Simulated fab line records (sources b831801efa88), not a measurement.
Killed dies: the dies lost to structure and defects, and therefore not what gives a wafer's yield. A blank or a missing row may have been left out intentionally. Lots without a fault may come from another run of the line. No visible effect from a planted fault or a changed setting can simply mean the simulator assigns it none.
fab line records + flow sky130
record
- lots=10
- wafers=30
- lastDay=51
route steps=708 shown VIA3@596 CAP2M@616 VIA4@660 METAL5@663 PAD_OPEN@708
lots untouched by any fault: they come from a run of this same line in which no faults occurred
startH: the number of hours between the record's first day and the start of the first shown wafer of the lot + waitH: hours from the lot's prior step to this one + " repeats the value in the row above + L1.1+2: several wafers, shown together as one row + - no value present, or no start provided + * or withheld: withheld + < > ~ a bound
route shown NAME@n: NAME is a module with steps in the file, n the number in the route of the first one + usual: mean and standard deviation over wafers with no fault + same: alike in all rows + chamber/n: place in a boat + sites: each site's reading + _std_site: how widely they spread, as a standard deviation + _edge_site: inner sites' mean taken away from outer sites' mean + radiusMm: for every site, how far away it sits from the centre of the wafer + mask NAME#n: copy n + behind: the last tool/chamber to shape the wafer + hold: what put the lot on hold/how long, in hours/how the hold closed + device: the n, p or np transistor that did not switch + end of line: tests run on the same wafers once the route is complete + a step with no rows: only its recipe + killed: not the wafer's yield, but the dies lost to structure and defects at the first sort + map: the dies of a wafer, with x for killed, . for not killed, _ for no die there
set.NAME: the run value of the setting; set.NAME@STEP: its run value at that earlier step + model.NAME: the simulator's own value behind a step, which no gauge read
one table for each step of the route and one row for each wafer, over a sample of lots
services: the hour from which a tool's chamber was out of use, counted from the record's first day as startH (under 0 if before that day), plus the number of hours and why
## steps
# step SKY_VIA3_THK_MEAS_23
# recipe
- thkMeasGauge=xrf
- reads=W_of_VIA3_CVD_21
# usual
- VIA3_W_THK=383/7.3
| lot.wafer | tool         | chamber | startH  | waitH | VIA3_W_THK[nm] |
|-----------|--------------|---------|---------|-------|----------------|
| L376.1    | filmMetro-02 | -       | 960.20  | 0.1   | 381            |
| L376.4    | "            | -       | "       | "     | 389            |
| L376.5    | "            | -       | "       | "     | 383            |
| L377.1    | filmMetro-04 | -       | 962.45  | 0.1   | 396            |
| L377.4    | "            | -       | "       | "     | 382            |
| L377.6    | "            | -       | "       | "     | 382            |
| L378.1    | filmMetro-04 | -       | 972.65  | 0.1   | 384            |
| L378.5    | "            | -       | "       | "     | 392            |
| L378.6    | "            | -       | "       | "     | 384            |
| L381.2    | filmMetro-02 | -       | 991.29  | 0.1   | 387            |
| L381.5    | "            | -       | "       | "     | 389            |
| L381.6    | "            | -       | "       | "     | 391            |
| L384.2    | filmMetro-02 | -       | 1007.14 | 0.1   | 387            |
| L384.4    | "            | -       | "       | "     | 387            |
| L384.6    | "            | -       | "       | "     | 382            |
| L391.2    | filmMetro-03 | -       | 1071.56 | 0.1   | 377            |
| L391.3    | "            | -       | "       | "     | 375            |
| L391.6    | "            | -       | "       | "     | 373            |
| L392.1    | filmMetro-04 | -       | 1073.20 | 0.1   | 380            |
| L392.2    | "            | -       | "       | "     | 394            |
| L392.3    | "            | -       | "       | "     | 383            |
| L394.1    | filmMetro-03 | -       | 1093.94 | 0.1   | 380            |
| L394.3    | "            | -       | "       | "     | 382            |
| L394.4    | "            | -       | "       | "     | 377            |
| L397.4    | filmMetro-03 | -       | 1098.01 | 0.1   | 394            |
| L397.5    | "            | -       | "       | "     | 379            |
| L397.6    | "            | -       | "       | "     | 395            |
| L398.1    | filmMetro-03 | -       | 1102.96 | 0.1   | 378            |
| L398.4    | "            | -       | "       | "     | 380            |
| L398.6    | "            | -       | "       | "     | 383            |
# step SKY_CAP2M_METAL_ETCH_13
# recipe
- targetDepthNm=220
- stopOn=SiO2
- chemistry=Cl2/BCl3
- target=TiN
- pressureMtorr=10
- icpW=900
- biasW=48.5
- Cl2_flow_sccm=60
- bcl3FlowSccm=30
- timeS=62.9
# usual
- drypumpMotorCurrentA=6.0/0.6
- oesProductAu=0.941/0.0079
- throttleValvePct=21.901/0.0095
| lot.wafer | tool        | chamber | startH  | waitH | drypumpMotorCurrentA | oesProductAu | rfHoursCounterH | throttleValvePct |
|-----------|-------------|---------|---------|-------|----------------------|--------------|-----------------|------------------|
| L376.1    | rieMetal-03 | 1       | 984.35  | 0.0   | 5.1                  | 0.950        | 3               | 21.905           |
| L376.4    | "           | 1       | "       | "     | 5.1                  | 0.945        | -               | 21.902           |
| L376.5    | "           | 0       | "       | "     | 5.2                  | 0.954        | -               | 21.900           |
| L377.1    | rieMetal-04 | 1       | 986.85  | 0.0   | 6.8                  | 0.941        | 18              | 21.894           |
| L377.4    | "           | 1       | "       | "     | 6.8                  | 0.945        | -               | 21.885           |
| L377.6    | "           | 1       | "       | "     | 6.8                  | 0.962        | -               | 21.907           |
| L378.1    | rieMetal-04 | 0       | 998.08  | 0.0   | 6.2                  | 0.939        | 12              | 21.911           |
| L378.5    | "           | 1       | "       | "     | 6.8                  | 0.937        | -               | 21.908           |
| L378.6    | "           | 0       | "       | "     | 6.1                  | 0.948        | -               | 21.887           |
| L381.2    | rieMetal-03 | 1       | 1015.93 | 0.0   | 5.1                  | 0.928        | 5               | 21.899           |
| L381.5    | "           | 1       | "       | "     | 5.1                  | 0.944        | -               | 21.885           |
| L381.6    | "           | 0       | "       | "     | 5.2                  | 0.928        | -               | 21.904           |
| L384.2    | rieMetal-02 | 1       | 1030.83 | 0.0   | 5.8                  | 0.937        | 19              | 21.906           |
| L384.4    | "           | 0       | "       | "     | 6.3                  | 0.938        | -               | 21.900           |
| L384.6    | "           | 1       | "       | "     | 5.8                  | 0.930        | -               | 21.910           |
| L391.2    | rieMetal-04 | 0       | 1094.25 | 0.0   | 6.2                  | 0.943        | 18              | 21.916           |
| L391.3    | "           | 0       | "       | "     | 6.1                  | 0.940        | -               | 21.904           |
| L391.6    | "           | 1       | "       | "     | 6.8                  | 0.942        | -               | 21.889           |
| L392.1    | rieMetal-04 | 0       | 1096.08 | 0.0   | 6.2                  | 0.931        | 18              | 21.905           |
| L392.2    | "           | 1       | "       | "     | 6.8                  | 0.935        | 1               | 21.910           |
| L392.3    | "           | 1       | "       | "     | 6.8                  | 0.954        | -               | 21.914           |
| L394.1    | rieMetal-04 | 1       | 1115.65 | 0.0   | 6.8                  | 0.944        | 3               | 21.892           |
| L394.3    | "           | 0       | "       | "     | 6.2                  | 0.949        | -               | 21.909           |
| L394.4    | "           | 1       | "       | "     | 6.8                  | 0.946        | -               | 21.902           |
| L397.4    | rieMetal-03 | 0       | 1119.58 | 0.0   | 5.2                  | 0.937        | -               | 21.897           |
| L397.5    | "           | 1       | "       | "     | 5.1                  | 0.932        | -               | 21.906           |
| L397.6    | "           | 0       | "       | "     | 5.2                  | 0.955        | -               | 21.895           |
| L398.1    | rieMetal-02 | 1       | 1124.16 | 0.0   | 5.8                  | 0.945        | 25              | 21.899           |
| L398.4    | "           | 1       | "       | "     | 5.8                  | 0.935        | -               | 21.893           |
| L398.6    | "           | 0       | "       | "     | 6.2                  | 0.947        | -               | 21.883           |
# step SKY_VIA4_CMP_21
# recipe
- stopOn=SiO2
- tOverpolishS=25
- downForcePsi=3.5
- platenRpm=60
- targetThkNm=0
- padVelocityMS=0.94248
# usual
- motorCurrentA=11.8/1.4
- overpolishRunS=25.000/0.0096
- slurryFilterDpKPa=13.48/0.13
- timeToEndpointS=123/4.2
| lot.wafer | tool   | chamber | startH  | waitH | motorCurrentA | overpolishRunS | slurryFilterDpKPa | timeToEndpointS |
|-----------|--------|---------|---------|-------|---------------|----------------|-------------------|-----------------|
| L376.4    | cmp-02 | 0       | 1034.95 | 0.0   | 9.1           | 25.003         | 13.25             | 121             |
| L376.1    | "      | 3       | "       | "     | 9.6           | 24.995         | 13.37             | 123             |
| L376.5    | "      | 0       | "       | "     | 9.4           | 25.006         | 13.51             | 125             |
| L377.1    | cmp-01 | 2       | 1037.24 | 0.1   | 12.3          | 24.994         | 13.61             | 119             |
| L377.4    | "      | 3       | "       | "     | 13.7          | 25.001         | 13.39             | 118             |
| L377.6    | "      | 2       | "       | "     | 11.9          | 25.015         | 13.43             | 120             |
| L378.1    | cmp-01 | 3       | 1048.97 | 1.1   | 15.1          | 24.990         | 13.78             | 126             |
| L378.6    | "      | 2       | "       | "     | 12.4          | 25.009         | 13.41             | 119             |
| L378.5    | "      | 3       | "       | "     | 15.4          | 25.005         | 13.43             | 130             |
| L381.2    | cmp-01 | 3       | 1065.67 | 0.2   | 15.0          | 25.002         | 13.67             | 120             |
| L381.6    | "      | 0       | "       | "     | 12.1          | 25.009         | 13.52             | 128             |
| L381.5    | "      | 1       | "       | "     | 11.8          | 25.001         | 13.55             | 122             |
| L384.4    | cmp-02 | 2       | 1079.53 | 0.1   | 12.2          | 24.990         | 13.44             | 119             |
| L384.2    | "      | 3       | "       | "     | 10.3          | 25.004         | 13.53             | 123             |
| L384.6    | "      | 2       | "       | "     | 12.2          | 25.009         | 13.55             | 115             |
| L391.3    | cmp-01 | 3       | 1139.42 | 0.2   | 14.5          | 25.002         | 13.59             | 125             |
| L391.2    | "      | 1       | "       | "     | 11.2          | 24.989         | 13.20             | 124             |
| L391.6    | "      | 3       | "       | "     | 14.2          | 25.014         | 13.34             | 125             |
| L392.2    | cmp-01 | 3       | 1141.13 | 0.0   | 14.4          | 24.997         | 13.34             | 129             |
| L392.3    | "      | 0       | "       | "     | 11.7          | 24.997         | 13.55             | 125             |
| L392.1    | "      | 1       | "       | "     | 11.5          | 25.015         | 13.37             | 128             |
| L394.1    | cmp-01 | 0       | 1157.28 | 0.1   | 12.4          | 25.003         | 13.47             | 128             |
| L394.3    | "      | 1       | "       | "     | 11.5          | 25.007         | 13.65             | 128             |
| L394.4    | "      | 3       | "       | "     | 14.2          | 24.990         | 13.63             | 120             |
| L397.4    | cmp-02 | 3       | 1161.54 | 0.2   | 10.7          | 24.998         | 13.32             | 123             |
| L397.6    | "      | 0       | "       | "     | 9.3           | 24.987         | 13.47             | 123             |
| L397.5    | "      | 1       | "       | "     | 11.4          | 25.000         | 13.41             | 117             |
| L398.4    | cmp-01 | 1       | 1166.47 | 0.0   | 11.2          | 24.995         | 13.70             | 131             |
| L398.1    | "      | 2       | "       | "     | 12.2          | 24.981         | 13.54             | 124             |
| L398.6    | "      | 2       | "       | "     | 11.9          | 24.984         | 13.43             | 121             |
# step SKY_METAL5_SPUTTER_02
# recipe
- material=AlCu
- targetThkNm=1150
- powerW=10600
- timeS=61.2
- chamberPressurePa=0.4
# usual
- throttleValvePct=29.6/0.77
| lot.wafer | tool          | chamber | startH  | waitH | throttleValvePct |
|-----------|---------------|---------|---------|-------|------------------|
| L376.1    | pvdSputter-04 | -       | 1035.30 | 0.0   | 31.7             |
| L376.4    | "             | -       | "       | "     | 29.6             |
| L376.5    | "             | -       | "       | "     | 28.8             |
| L377.1    | pvdSputter-02 | -       | 1037.53 | 0.0   | 29.5             |
| L377.4    | "             | -       | "       | "     | 29.3             |
| L377.6    | "             | -       | "       | "     | 30.1             |
| L378.1    | pvdSputter-02 | -       | 1049.27 | 0.0   | 29.3             |
| L378.5    | "             | -       | "       | "     | 29.4             |
| L378.6    | "             | -       | "       | "     | 29.2             |
| L381.2    | pvdSputter-02 | -       | 1065.87 | 0.0   | 30.1             |
| L381.5    | "             | -       | "       | "     | 29.4             |
| L381.6    | "             | -       | "       | "     | 30.2             |
| L384.2    | pvdSputter-04 | -       | 1079.83 | 0.0   | 30.4             |
| L384.4    | "             | -       | "       | "     | 29.8             |
| L384.6    | "             | -       | "       | "     | 28.7             |
| L391.2    | pvdSputter-02 | -       | 1139.72 | 0.0   | 29.5             |
| L391.3    | "             | -       | "       | "     | 29.5             |
| L391.6    | "             | -       | "       | "     | 29.4             |
| L392.1    | pvdSputter-04 | -       | 1141.48 | 0.0   | 28.8             |
| L392.2    | "             | -       | "       | "     | 29.5             |
| L392.3    | "             | -       | "       | "     | 31.3             |
| L394.1    | pvdSputter-04 | -       | 1157.63 | 0.0   | 28.8             |
| L394.3    | "             | -       | "       | "     | 30.3             |
| L394.4    | "             | -       | "       | "     | 31.3             |
| L397.4    | pvdSputter-01 | -       | 1161.77 | 0.0   | 29.7             |
| L397.5    | "             | -       | "       | "     | 28.7             |
| L397.6    | "             | -       | "       | "     | 28.5             |
| L398.1    | pvdSputter-01 | -       | 1166.82 | 0.0   | 28.7             |
| L398.4    | "             | -       | "       | "     | 28.6             |
| L398.6    | "             | -       | "       | "     | 29.9             |
# step SKY_METAL5_RS_MEAS_05
# recipe
- thkMeasGauge=four-point-probe
- reads=TiN_of_METAL5_SPUTTER_04+Ti_of_METAL5_SPUTTER_03+AlCu_of_METAL5_SPUTTER_02+TiN_of_METAL5_SPUTTER_01+Ti_of_METAL5_SPUTTER_00
# usual
- METAL5_ALCU_RS=0.02714/0.00025
| lot.wafer | tool         | chamber | startH  | waitH | METAL5_ALCU_RS[ohm/sq] |
|-----------|--------------|---------|---------|-------|------------------------|
| L376.1    | filmMetro-04 | -       | 1035.42 | 0.0   | 0.02736                |
| L376.4    | "            | -       | "       | "     | 0.02725                |
| L376.5    | "            | -       | "       | "     | 0.02727                |
| L377.1    | filmMetro-01 | -       | 1037.65 | 0.0   | 0.02695                |
| L377.4    | "            | -       | "       | "     | 0.02734                |
| L377.6    | "            | -       | "       | "     | 0.02735                |
| L378.1    | filmMetro-03 | -       | 1049.38 | 0.0   | 0.02725                |
| L378.5    | "            | -       | "       | "     | 0.02708                |
| L378.6    | "            | -       | "       | "     | 0.02749                |
| L381.2    | filmMetro-01 | -       | 1066.01 | 0.0   | 0.02713                |
| L381.5    | "            | -       | "       | "     | 0.0267                 |
| L381.6    | "            | -       | "       | "     | 0.02716                |
| L384.2    | filmMetro-04 | -       | 1079.97 | 0.0   | 0.02698                |
| L384.4    | "            | -       | "       | "     | 0.02721                |
| L384.6    | "            | -       | "       | "     | 0.02683                |
| L391.2    | filmMetro-03 | -       | 1139.86 | 0.0   | 0.02711                |
| L391.3    | "            | -       | "       | "     | 0.0273                 |
| L391.6    | "            | -       | "       | "     | 0.02706                |
| L392.1    | filmMetro-04 | -       | 1141.59 | 0.0   | 0.02555                |
| L392.2    | "            | -       | "       | "     | 0.02565                |
| L392.3    | "            | -       | "       | "     | 0.02576                |
| L394.1    | filmMetro-03 | -       | 1157.75 | 0.0   | 0.02633                |
| L394.3    | "            | -       | "       | "     | 0.02628                |
| L394.4    | "            | -       | "       | "     | 0.02659                |
| L397.4    | filmMetro-03 | -       | 1161.92 | 0.1   | 0.027                  |
| L397.5    | "            | -       | "       | "     | 0.02704                |
| L397.6    | "            | -       | "       | "     | 0.02724                |
| L398.1    | filmMetro-01 | -       | 1166.94 | 0.0   | 0.02721                |
| L398.4    | "            | -       | "       | "     | 0.02718                |
| L398.6    | "            | -       | "       | "     | 0.02723                |
# step SKY_METAL5_THK_MEAS_06
# recipe
- thkMeasGauge=xrf
- reads=AlCu_of_METAL5_SPUTTER_02
# usual
- METAL5_ALCU_THK=1162/17
| lot.wafer | tool         | chamber | startH  | waitH | METAL5_ALCU_THK[nm] |
|-----------|--------------|---------|---------|-------|---------------------|
| L376.1    | filmMetro-04 | -       | 1035.54 | 0.1   | 1169                |
| L376.4    | "            | -       | "       | "     | 1167                |
| L376.5    | "            | -       | "       | "     | 1166                |
| L377.1    | filmMetro-01 | -       | 1037.77 | 0.1   | 1161                |
| L377.4    | "            | -       | "       | "     | 1156                |
| L377.6    | "            | -       | "       | "     | 1152                |
| L378.1    | filmMetro-03 | -       | 1049.50 | 0.1   | 1161                |
| L378.5    | "            | -       | "       | "     | 1160                |
| L378.6    | "            | -       | "       | "     | 1148                |
| L381.2    | filmMetro-01 | -       | 1066.12 | 0.1   | 1168                |
| L381.5    | "            | -       | "       | "     | 1182                |
| L381.6    | "            | -       | "       | "     | 1175                |
| L384.2    | filmMetro-04 | -       | 1080.08 | 0.1   | 1181                |
| L384.4    | "            | -       | "       | "     | 1170                |
| L384.6    | "            | -       | "       | "     | 1190                |
| L391.2    | filmMetro-03 | -       | 1139.97 | 0.1   | 1146                |
| L391.3    | "            | -       | "       | "     | 1149                |
| L391.6    | "            | -       | "       | "     | 1152                |
| L392.1    | filmMetro-04 | -       | 1141.71 | 0.1   | 1254                |
| L392.2    | "            | -       | "       | "     | 1239                |
| L392.3    | "            | -       | "       | "     | 1246                |
| L394.1    | filmMetro-03 | -       | 1157.87 | 0.1   | 1190                |
| L394.3    | "            | -       | "       | "     | 1198                |
| L394.4    | "            | -       | "       | "     | 1182                |
| L397.4    | filmMetro-03 | -       | 1162.01 | 0.1   | 1156                |
| L397.5    | "            | -       | "       | "     | 1150                |
| L397.6    | "            | -       | "       | "     | 1144                |
| L398.1    | filmMetro-01 | -       | 1167.06 | 0.1   | 1163                |
| L398.4    | "            | -       | "       | "     | 1151                |
| L398.6    | "            | -       | "       | "     | 1152                |
# step SKY_PAD_OPEN_PROBE_99
# usual
- defectLimitedYield=82.4/1.8
- killed_at_M0_to_M3=43/6.6
- killed_at_M4_up=3.1/1.9
- killedAtContacts=24/5.2
- killedAtFrontEnd=16/4.5
- killedAtOther=0.4/0.62
- killedDies=87/9
- killedOpen=48/7
- killedShort=39/6.2
- sort_bin_3_pad_short=0.9/0.44
- sort_bin_5_function=10.3/1.3
- sort_bin_6_memory=6.5/1.1
- sortNPass=405/9
- sortYieldPct=82.4/1.8
# same
- grossDies=492
- killedAtBackSide=0
- sort_bin_4_leakage[%]=0
- sort_bin_8_speed[%]=0
| lot.wafer | tool      | chamber | startH  | waitH | defectLimitedYield[%] | killed_at_M0_to_M3 | killed_at_M4_up | killedAtContacts | killedAtFrontEnd | killedAtOther | killedDies | killedOpen | killedShort | sort_bin_3_pad_short[%] | sort_bin_5_function[%] | sort_bin_6_memory[%] | sortNPass | sortYieldPct[%] |
|-----------|-----------|---------|---------|-------|-----------------------|--------------------|-----------------|------------------|------------------|---------------|------------|------------|-------------|-------------------------|------------------------|----------------------|-----------|-----------------|
| L381.2    | prober-02 | -       | 1132.52 | 0.1   | 83.1                  | 38                 | 2               | 24               | 19               | 0             | 83         | 44         | 37          | 0.6                     | 11.0                   | 5.3                  | 409       | 83.1            |
| L381.5    | prober-02 | -       | 1132.67 | 0.2   | 81.9                  | 31                 | 3               | 29               | 25               | 1             | 89         | 52         | 36          | 0.8                     | 11.4                   | 5.9                  | 403       | 81.9            |
| L381.6    | prober-02 | -       | 1132.72 | 0.2   | 82.1                  | 42                 | 2               | 31               | 13               | 0             | 88         | 45         | 42          | 0.4                     | 11.8                   | 5.7                  | 404       | 82.1            |
# killed by level:class
L381.2 CONTACT:geometricParticle:open=10 METAL2:geometricParticle:short=8 VIA3:geometricParticle:open=8 VIA1:geometricParticle:open=7 LI_CONTACT:geometricParticle:open=5 METAL1:geometricParticle:short=4 POLY_GATE:geometricParticle:open=4 VIA1:geometricParticle:short=4
L381.5 LI_CONTACT:geometricParticle:open=10 VIA1:geometricParticle:open=9 CONTACT:geometricParticle:open=9 FIELD_ISO:geometricParticle:open=5 FIELD_ISO:geometricParticle:short=5 POLY_GATE:geometricParticle:short=5 VIA2:geometricParticle:open=5 CONTACT:geometricParticle:short=4
L381.6 CONTACT:geometricParticle:open=14 VIA1:geometricParticle:open=8 VIA2:geometricParticle:open=7 LI_CONTACT:geometricParticle:short=6 CONTACT:geometricParticle:short=6 METAL1:geometricParticle:short=5 FIELD_ISO:geometricParticle:short=4 LI_CONTACT:geometricParticle:open=4
## services
| tool          | chamber | startH  | hours | kind                          |
|---------------|---------|---------|-------|-------------------------------|
| cmp-02        | -       | 962.96  | 6.8   | pm                            |
| cmp-01        | -       | 969.76  | 14.7  | pm                            |
| pvdSputter-02 | -       | 979.68  | 1.3   | repair                        |
| rieMetal-02   | 0       | 982.23  | 2.6   | repair                        |
| rieMetal-04   | -       | 1013.43 | 2.8   | pm                            |
| pvdSputter-04 | -       | 1031.10 | 4.0   | repair                        |
| cmp-01        | -       | 1042.16 | 0.9   | repair                        |
| pvdSputter-02 | 2       | 1044.40 | -     | consumableReplace:kit         |
| pvdSputter-02 | 2       | 1044.40 | 18.0  | scheduledDown                 |
| cmp-01        | -       | 1046.11 | 2.8   | pm                            |
| rieMetal-04   | 1       | 1056.96 | -     | clean                         |
| rieMetal-04   | 1       | 1056.96 | 18.1  | scheduledDown                 |
| rieMetal-04   | 1       | 1056.96 | 18.1  | ventCycle                     |
| pvdSputter-04 | -       | 1063.61 | 5.6   | repair                        |
| rieMetal-04   | -       | 1073.63 | 3.2   | repair                        |
| cmp-02        | -       | 1074.13 | 1.3   | repair                        |
| cmp-02        | -       | 1080.81 | 2.9   | repair                        |
| cmp-01        | -       | 1084.11 | 4.0   | pm                            |
| cmp-01        | -       | 1088.11 | -     | consumableReplace:conditioner |
| cmp-01        | -       | 1088.11 | -     | consumableReplace:pad         |
| rieMetal-03   | 0       | 1100.75 | 2.8   | repair                        |
| rieMetal-04   | 0       | 1147.75 | 2.9   | repair                        |
| cmp-02        | -       | 1163.34 | 3.0   | repair                        |
| cmp-02        | -       | 1163.99 | 5.5   | repair                        |
## key
firstSign
- step=SKY_METAL5_RS_MEAS_05
- reading=METAL5_ALCU_RS
- direction=down
- sigmas=4.5
- usual=0.02714
- struck=0.02603
effect
- step=SKY_METAL5_THK_MEAS_06
- reading=METAL5_ALCU_THK
- direction=up
- sigmas=3.4
- usual=1162
- struck=1218
metAt SKY_METAL5_SPUTTER_02
struckLots L392,L394
notActingAt SKY_VIA3_THK_MEAS_23,SKY_CAP2M_METAL_ETCH_13,SKY_VIA4_CMP_21
onsetBetween 1079.83 1141.48
fault
- kind=processParameterDrift
- tool=pvdSputter-04
- chamber=-
- onsetH=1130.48
- steps=SKY_METAL5_SPUTTER_02
- channel=targetThkNm
- offset=59.063
- shape=step
- endH=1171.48
- actsIn=theseRecipesOnly
- stated=1150
